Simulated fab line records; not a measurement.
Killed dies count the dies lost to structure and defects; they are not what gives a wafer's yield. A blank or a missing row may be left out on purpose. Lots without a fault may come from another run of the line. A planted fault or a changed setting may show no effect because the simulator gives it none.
fab line records    flow gf180mcu
record: lots: 12  wafers: 36  last-day: 33
route steps=602 shown MVSD@74 HV_LDD@186 SAB@274 CONTACT@310
lots that met no fault: taken from a fault-free run of the same line
start-h: the number of hours between the record's first day and the start of the first shown wafer of the lot    wait-h: hours since the lot's step before    " repeats the value in the row above    L1.1+2: a row that stands for several wafers    - no value, or no start was given    * or withheld: withheld    < > ~ a bound
route shown NAME@n: a module of which the file shows steps, and the number in the route of the first    usual: the fault-free wafers' mean and standard deviation    same: alike in all rows    chamber/n: place in a boat    sites: per-site readings    _std_site: standard deviation of those values    _edge_site: mean of outer sites minus mean of inner sites    radius-mm: how far each site lies from the wafer's centre    mask NAME#n: copy n    behind: tool/chamber where the wafer was last shaped    hold: why the lot went on hold/how many hours it stayed there/how the hold came to an end    device: the transistor (n, p or np) that didn't switch    end of line: tests of these same wafers at the route's end    step lacking rows: just its recipe    killed: not the wafer's yield, but the dies lost to structure and defects at the first sort    map: per-die view of a wafer (x killed, . not killed, _ where there is no die)
set.NAME: the setting that was run; set.NAME@STEP: the one run at that earlier step    model.NAME: the simulator's own value behind a step, which no gauge read
one table for each step of the route and one row for each wafer, over a sample of lots
services: a tool's chamber out of use, with start hour (start-h, from the record's first day; less than 0 if before it), hours out, and reason
== steps ==
step: GF_MVSD_IMPLANT_08
recipe: species: P  energy-kev: 400  dose-cm2: 1.6e+13  tilt-deg: 0
usual: dose-ions-cm2: 1.6e+13/1.7e+10  faraday-current-uA: 90.2/1.7  tilt-deg: -0.004/0.021
lot.wafer  tool          chamber  start-h  wait-h  dose-ions-cm2  faraday-current-uA  tilt-deg
L936.1     implanter-03  0        83.66    0.0     1.5994e+13     90.3                -0.026
L936.4     "             0        "        "       1.5983e+13     90.2                -0.044
L936.6     "             0        "        "       1.5991e+13     89.0                -0.032
L937.1     implanter-02  0        88.08    0.0     1.5984e+13     92.2                0.013
L937.3     "             0        "        "       1.5991e+13     90.9                -0.013
L937.5     "             0        "        "       1.5991e+13     91.6                0.028
L938.1     implanter-02  0        94.61    0.0     1.5997e+13     90.8                0.023
L938.4     "             0        "        "       1.6015e+13     89.8                0.036
L938.6     "             0        "        "       1.6008e+13     90.0                0.018
L940.3     implanter-02  0        105.08   0.1     1.5995e+13     91.7                -0.023
L940.4     "             0        "        "       1.6012e+13     90.3                -0.008
L940.5     "             0        "        "       1.5984e+13     90.9                -0.013
L942.3     implanter-02  0        118.11   0.1     1.5998e+13     90.7                -0.002
L942.5     "             0        "        "       1.605e+13      89.5                -0.013
L942.6     "             0        "        "       1.602e+13      88.7                -0.013
L943.1     implanter-02  0        121.61   0.0     1.6009e+13     88.8                -0.007
L943.3     "             0        "        "       1.6015e+13     90.4                -0.011
L943.6     "             0        "        "       1.5993e+13     90.2                0.003
L946.1     implanter-04  0        139.86   0.0     1.601e+13      90.7                0.018
L946.2     "             0        "        "       1.5993e+13     90.1                0.011
L946.6     "             0        "        "       1.5996e+13     89.2                0.050
L947.1     implanter-04  0        147.16   0.1     1.5991e+13     88.2                -0.026
L947.3     "             0        "        "       1.6015e+13     91.7                -0.033
L947.6     "             0        "        "       1.5993e+13     92.4                0.002
L948.1     implanter-02  0        152.03   0.0     1.5251e+13     88.6                -0.032
L948.4     "             0        "        "       1.5235e+13     87.2                -0.001
L948.6     "             0        "        "       1.5256e+13     84.5                0.018
L949.1     implanter-02  0        156.51   0.0     1.5267e+13     85.3                0.006
L949.5     "             0        "        "       1.5244e+13     86.9                -0.006
L949.6     "             0        "        "       1.5269e+13     85.1                -0.003
L950.2     implanter-02  0        161.40   0.0     1.5289e+13     83.0                -0.024
L950.4     "             0        "        "       1.5275e+13     85.1                -0.035
L950.5     "             0        "        "       1.5316e+13     82.3                -0.029
L953.2     implanter-04  0        180.44   0.0     1.6018e+13     90.6                -0.002
L953.4     "             0        "        "       1.6012e+13     89.8                0.022
L953.5     "             0        "        "       1.6025e+13     90.2                0.022
step: GF_VT_IMPLANT_RS_MEAS_46
recipe: thk-meas-gauge: four-point-probe
usual: MVSD_RS: 457.0/1.2
lot.wafer  tool           chamber  start-h  wait-h  MVSD_RS[ohm/sq]
L936.1     film-metro-01  -        159.10   0.1     457.1
L936.4     "              -        "        "       456.2
L936.6     "              -        "        "       456.6
L937.1     film-metro-03  -        163.08   0.1     454.8
L937.3     "              -        "        "       454.2
L937.5     "              -        "        "       456.4
L938.1     film-metro-01  -        170.87   0.1     456.5
L938.4     "              -        "        "       456.2
L938.6     "              -        "        "       455.8
L940.3     film-metro-03  -        183.11   0.1     456.9
L940.4     "              -        "        "       457.1
L940.5     "              -        "        "       457.6
L942.3     film-metro-03  -        198.67   0.1     457.6
L942.5     "              -        "        "       457.5
L942.6     "              -        "        "       457.6
L943.1     film-metro-03  -        203.82   0.1     455.3
L943.3     "              -        "        "       457.7
L943.6     "              -        "        "       456.3
L946.1     film-metro-03  -        225.44   0.1     456.1
L946.2     "              -        "        "       456.4
L946.6     "              -        "        "       457.0
L947.1     film-metro-03  -        232.43   0.1     457.0
L947.3     "              -        "        "       456.3
L947.6     "              -        "        "       455.0
L948.1     film-metro-03  -        238.52   0.1     468.1
L948.4     "              -        "        "       467.0
L948.6     "              -        "        "       467.0
L949.1     film-metro-04  -        244.02   0.1     468.5
L949.5     "              -        "        "       467.9
L949.6     "              -        "        "       469.3
L950.2     film-metro-01  -        249.05   0.1     467.8
L950.4     "              -        "        "       469.0
L950.5     "              -        "        "       468.1
L953.2     film-metro-01  -        271.24   0.1     458.2
L953.4     "              -        "        "       459.7
L953.5     "              -        "        "       458.4
step: GF_HV_LDD_STRIP_10
recipe: chemistry: O2/N2  power-w: 1400  pressure-mtorr: 1500  platen-temp-c: 250  o2-flow-sccm: 3000  n2-flow-sccm: 300  overash-fraction: 0.5
usual: drypump-motor-current-A: 5.9/0.4  heater-power-w: 363/37  oes-product-au: 0.716/0.0047  platen-temp-c: 249.96/0.2  strip-time-to-endpoint-s: 12.62/0.037
lot.wafer  tool             chamber  start-h  wait-h  drypump-motor-current-A  heater-power-w  oes-product-au  platen-temp-c  rf-hours-counter-h  strip-time-to-endpoint-s
L936.1     plasma-asher-01  1        218.30   0.1     6.2                      342             0.714           250.29         11                  12.61
L936.4     "                1        "        "       6.2                      338             0.707           250.43         -                   12.65
L936.6     "                1        "        "       6.2                      345             0.710           250.25         -                   12.58
L937.1     plasma-asher-02  1        222.48   0.1     5.8                      408             0.719           249.99         58                  12.65
L937.3     "                1        "        "       5.8                      406             0.726           249.90         -                   12.66
L937.5     "                1        "        "       5.8                      404             0.720           249.90         -                   12.66
L938.1     plasma-asher-02  0        231.43   0.1     5.6                      394             0.725           250.19         59                  12.66
L938.4     "                0        "        "       5.6                      401             0.710           250.02         -                   12.66
L938.6     "                1        "        "       5.8                      405             0.712           249.66         -                   12.62
L940.3     plasma-asher-02  0        243.88   0.1     5.6                      389             0.720           250.15         -                   12.68
L940.4     "                1        "        "       5.8                      400             0.717           249.93         -                   12.66
L940.5     "                1        "        "       5.8                      404             0.713           250.25         -                   12.68
L942.3     plasma-asher-03  0        262.26   0.1     5.5                      316             0.715           250.23         -                   12.66
L942.5     "                0        "        "       5.5                      313             0.718           250.47         -                   12.66
L942.6     "                1        "        "       5.5                      322             0.716           249.94         -                   12.68
L943.1     plasma-asher-01  1        267.43   0.1     6.2                      331             0.720           249.80         16                  12.61
L943.3     "                1        "        "       6.2                      343             0.716           249.93         -                   12.58
L943.6     "                0        "        "       6.6                      331             0.721           249.75         -                   12.62
L946.1     plasma-asher-01  0        290.70   0.1     6.6                      340             0.714           249.96         19                  12.59
L946.2     "                1        "        "       6.2                      356             0.718           249.86         19                  12.56
L946.6     "                0        "        "       6.6                      340             0.711           249.81         -                   12.60
L947.1     plasma-asher-03  0        295.18   0.1     5.5                      314             0.725           250.06         54                  12.64
L947.3     "                0        "        "       5.5                      307             0.722           250.07         -                   12.63
L947.6     "                0        "        "       5.5                      315             0.721           250.01         -                   12.62
L948.1     plasma-asher-01  1        302.83   0.1     6.2                      339             0.714           250.15         20                  12.67
L948.4     "                1        "        "       6.2                      351             0.714           250.47         -                   12.62
L948.6     "                0        "        "       6.6                      331             0.713           249.93         -                   12.66
L949.1     plasma-asher-01  1        313.53   0.1     6.2                      341             0.724           249.84         22                  12.56
L949.5     "                1        "        "       6.2                      341             0.712           249.99         -                   12.59
L949.6     "                0        "        "       6.6                      338             0.714           250.03         -                   12.61
L950.2     plasma-asher-03  0        318.58   0.1     5.5                      311             0.720           250.01         57                  12.58
L950.4     "                1        "        "       5.5                      324             0.713           250.09         -                   12.58
L950.5     "                0        "        "       5.5                      317             0.714           250.16         -                   12.59
L953.2     plasma-asher-02  1        341.64   0.1     5.8                      412             0.708           250.00         69                  12.64
L953.4     "                1        "        "       5.8                      396             0.715           250.11         -                   12.58
L953.5     "                1        "        "       5.8                      429             0.716           249.73         -                   12.62
step: GF_SAB_OVL_MEAS_10
usual: SAB_OVL: -0.6/1.4
lot.wafer  tool        chamber  start-h  wait-h  SAB_OVL[nm]
L936.1     overlay-02  -        337.29   0.1     2.4
L936.4     "           -        "        "       2.6
L936.6     "           -        "        "       1.7
L937.1     overlay-01  -        353.29   0.1     -0.2
L937.3     "           -        "        "       -0.9
L937.5     "           -        "        "       -1.3
L938.1     overlay-01  -        357.21   0.1     -2.6
L938.4     "           -        "        "       -1.4
L938.6     "           -        "        "       -1.8
L940.3     overlay-02  -        377.47   0.1     -0.7
L940.4     "           -        "        "       -0.2
L940.5     "           -        "        "       -1.0
L942.3     overlay-01  -        398.35   0.1     0.6
L942.5     "           -        "        "       -0.4
L942.6     "           -        "        "       0.0
L943.1     overlay-01  -        402.79   0.1     0.3
L943.3     "           -        "        "       0.9
L943.6     "           -        "        "       0.8
L946.1     overlay-01  -        426.16   0.1     -2.3
L946.2     "           -        "        "       -1.7
L946.6     "           -        "        "       -2.2
L947.1     overlay-02  -        433.40   0.1     0.2
L947.3     "           -        "        "       1.1
L947.6     "           -        "        "       -0.3
L948.1     overlay-01  -        438.89   0.1     0.4
L948.4     "           -        "        "       0.2
L948.6     "           -        "        "       2.0
L949.1     overlay-01  -        454.34   0.1     -1.6
L949.5     "           -        "        "       -1.0
L949.6     "           -        "        "       -1.1
L950.2     overlay-01  -        462.66   0.1     0.5
L950.4     "           -        "        "       -0.8
L950.5     "           -        "        "       1.0
L953.2     overlay-01  -        486.80   0.1     0.2
L953.4     "           -        "        "       -1.9
L953.5     "           -        "        "       -0.2
step: GF_CONTACT_SPUTTER_23
recipe: material: TiN  target-thk-nm: 10  chamber-pressure-pa: 5  power-w: 4000  time-s: 40
usual: cathode-dc-power-W: 3999.9/0.79  throttle-valve-pct: 30.2/0.61
lot.wafer  tool            chamber  start-h  wait-h  cathode-dc-power-W  throttle-valve-pct
L936.1     pvd-sputter-04  -        361.77   0.0     4001.3              30.3
L936.4     "               -        "        "       4000.4              29.9
L936.6     "               -        "        "       3999.3              30.2
L937.1     pvd-sputter-03  -        378.36   0.0     4000.9              30.5
L937.3     "               -        "        "       3999.4              29.2
L937.5     "               -        "        "       3998.0              30.8
L938.1     pvd-sputter-04  -        381.90   0.0     4000.1              29.8
L938.4     "               -        "        "       3999.5              30.4
L938.6     "               -        "        "       3999.1              29.9
L940.3     pvd-sputter-03  -        402.55   0.0     3999.6              30.4
L940.4     "               -        "        "       4000.3              29.4
L940.5     "               -        "        "       3999.8              29.5
L942.3     pvd-sputter-03  -        424.10   0.0     4000.6              30.8
L942.5     "               -        "        "       3999.9              30.7
L942.6     "               -        "        "       4001.0              30.3
L943.1     pvd-sputter-03  -        429.12   0.0     3998.2              30.6
L943.3     "               -        "        "       4001.1              29.4
L943.6     "               -        "        "       4001.3              30.4
L946.1     pvd-sputter-02  -        457.31   0.0     3999.0              31.5
L946.2     "               -        "        "       4000.5              30.2
L946.6     "               -        "        "       4000.4              29.4
L947.1     pvd-sputter-04  -        460.05   0.0     3999.5              30.2
L947.3     "               -        "        "       4000.2              29.8
L947.6     "               -        "        "       4000.4              29.9
L948.1     pvd-sputter-03  -        464.57   0.0     4000.9              30.8
L948.4     "               -        "        "       3999.4              30.0
L948.6     "               -        "        "       4000.5              30.0
L949.1     pvd-sputter-02  -        480.85   0.0     4000.4              31.2
L949.5     "               -        "        "       3998.6              30.0
L949.6     "               -        "        "       3999.8              29.7
L950.2     pvd-sputter-03  -        489.06   0.0     4000.1              30.4
L950.4     "               -        "        "       4000.9              29.9
L950.5     "               -        "        "       4001.1              30.4
L953.2     pvd-sputter-03  -        512.95   0.0     3999.6              29.3
L953.4     "               -        "        "       3999.4              30.4
L953.5     "               -        "        "       3999.2              30.4
== services ==
tool             chamber  start-h  hours  kind
pvd-sputter-03   -        60.03    3.5    repair
plasma-asher-02  -        73.98    1.3    repair
implanter-04     -        92.32    2.9    pm
pvd-sputter-03   -        106.69   0.6    repair
plasma-asher-01  -        108.75   9.0    pm
implanter-02     -        137.81   1.6    repair
implanter-02     -        146.83   2.4    repair
implanter-02     -        167.91   2.5    repair
pvd-sputter-03   -        175.33   3.5    repair
pvd-sputter-03   -        186.15   5.5    repair
implanter-04     -        187.55   3.7    pm
plasma-asher-03  -        189.92   0.3    repair
plasma-asher-02  -        206.03   1.3    repair
pvd-sputter-04   -        244.59   3.3    repair
implanter-02     -        246.04   3.7    pm
plasma-asher-03  -        257.08   0.8    repair
implanter-02     -        265.67   2.0    repair
implanter-02     -        282.11   26.1   repair
implanter-04     -        283.33   0.9    repair
plasma-asher-02  -        293.05   14.6   pm
pvd-sputter-04   -        305.86   15.6   repair
plasma-asher-01  -        326.38   4.5    repair
pvd-sputter-03   -        352.24   0.6    repair
pvd-sputter-03   -        370.24   2.3    repair
== key ==
first-sign: step: GF_MVSD_IMPLANT_08  reading: dose-ions-cm2  direction: down  sigmas: 42  usual: 1.6e+13  struck: 1.5267e+13
effect: step: GF_MVSD_IMPLANT_08  reading: faraday-current-uA  direction: down  sigmas: 2.8  usual: 90.2  struck: 85.3
effect: step: GF_VT_IMPLANT_RS_MEAS_46  reading: MVSD_RS  direction: up  sigmas: 9.6  usual: 457.0  struck: 468.1
met-at GF_MVSD_IMPLANT_08
struck-lots L948,L949,L950
tester-left-out L948,L949,L950
not-acting-at GF_HV_LDD_STRIP_10,GF_SAB_OVL_MEAS_10,GF_CONTACT_SPUTTER_23
onset-between 121.61 152.03
fault: kind: process-parameter-drift  tool: implanter-02  chamber: -  onset-h: 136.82  steps: GF_MVSD_IMPLANT_08  channel: dose-cm2  offset: -7.326e+11  shape: step  end-h: 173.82  acts-in: these-recipes-only  stated: 1.6e+13
tester-left-out: of these lots the tester's yield and bins aren't shown, on N5 and GAA mostly nor the transistor test; their killed dies are dies lost to structure and defects alone, not to doping, threshold or leakage, so they don't give the yield
